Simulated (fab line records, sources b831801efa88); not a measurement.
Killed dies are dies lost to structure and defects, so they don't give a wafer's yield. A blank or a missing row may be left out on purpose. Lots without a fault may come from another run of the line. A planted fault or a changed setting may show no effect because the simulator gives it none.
Which tool did it? | flow sky130 | 6 lots, 16 wafers sampled, at 1 step of a route of 708

WHAT THE GAUGES READ, wafer by wafer
SKY_VT_ADJUST_LVTN_OVL_MEAS_18.
lot  | measured     | on         | VT_ADJUST_LVTN_01_OVL (nm)
L149 | day 8 06:43  | overlay-02 | 3.0 0.6 2.5
L153 | day 9 15:23  | overlay-01 | 2.2 0.0 0.2
L160 | day 11 02:44 | overlay-02 | 0.6 0.0
L162 | day 11 15:13 | overlay-02 | 0.2 -0.8
L164 | day 12 03:25 | overlay-01 | -1.0 -0.3 -1.0
L168 | day 13 16:01 | overlay-02 | -1.1 1.7 0.2

WHICH TOOL RAN EACH LOT (tool, then ch and the chambers of the sampled wafers, then the start)
The record holds no process step before these readings.

THE ANSWER, worked out from the rows above alone
Rule: what is usual is taken from the lots themselves. Put in order of their means at a reading, lots are off if they are a third of the lots or fewer, leave a main group of 4 or more, and stand apart from it by a gap of 3 or more times the standard deviation of the main group's means; of several such gaps the widest counts. A main group whose means are all the same, to the digits that the tables above print for the reading, isn't used. A lot without any number at a reading at which 4 lots or more have one is off too. The other lots that the step has rows for count as sound.
No lot is off at any reading shown: from this, nothing can be told.

WHAT THE SIMULATOR HAD PUT IN
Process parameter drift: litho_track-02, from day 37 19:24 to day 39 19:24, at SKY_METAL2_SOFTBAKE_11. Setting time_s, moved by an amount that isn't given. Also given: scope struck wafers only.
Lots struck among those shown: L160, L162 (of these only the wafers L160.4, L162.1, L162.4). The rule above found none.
